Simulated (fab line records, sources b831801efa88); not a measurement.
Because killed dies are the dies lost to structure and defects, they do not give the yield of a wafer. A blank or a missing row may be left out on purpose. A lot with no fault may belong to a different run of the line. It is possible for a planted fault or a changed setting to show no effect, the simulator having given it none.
Matching of chambers    flow gf180mcu    GF_V3_CVD_02 on pecvd-02 has 3 sister chambers
The step deposits SiO2 from TEOS, target thk 850 nm, time 94.851 s. 16 wafers are shown with their chamber, then 7 later ones without.

EACH WAFER AND ITS CHAMBER
wafer   chamber  heater power w (W)
L766.1  2        934
L766.4  1        691
L766.6  2        991
L768.1  0        554
L768.4  1        649
L768.6  0        580
L771.3  2        944
L771.5  0        496
L771.6  1        639
L772.2  2        918
L772.4  0        653
L772.6  2        1004
L776.1  2        1072
L776.3  1        674
L776.6  1        547
L778.1  1        688

SIGNATURES, as means of the wafers listed above
reading         chamber 0  chamber 1  chamber 2  scatter within a chamber
heater power w  570.75     648.00     977.17     57.8
Rule: distance of a wafer from a chamber = root of the sum over the readings of ((wafer's reading minus chamber's mean) / reading's scatter) squared. The wafer belongs to the nearest chamber; if the next one is less than 2 further off, it can't be placed. The scatter is the square root of a quotient: the sum, over the shown wafers, of each reading's squared deviation from its chamber's mean, divided by wafers minus chambers.

WAFERS WHOSE CHAMBER IS MISSING
wafer   heater power w (W)
L778.2  937
L778.4  535
L780.1  509
L780.4  687
L780.6  1055
L782.1  539
L782.3  544

WHICH CHAMBER EACH ONE RAN IN
wafer   from the rows above      in truth
L778.2  2                        2
L778.4  can't be placed: 0 or 1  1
L780.1  can't be placed: 0 or 1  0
L780.4  can't be placed: 1 or 0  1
L780.6  2                        2
L782.1  can't be placed: 0 or 1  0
L782.3  can't be placed: 0 or 1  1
Correctly placed: 2 of 7. Unplaceable from these rows: 5, with the true chamber sitting among the candidates in 5. Placed wrongly: 0.
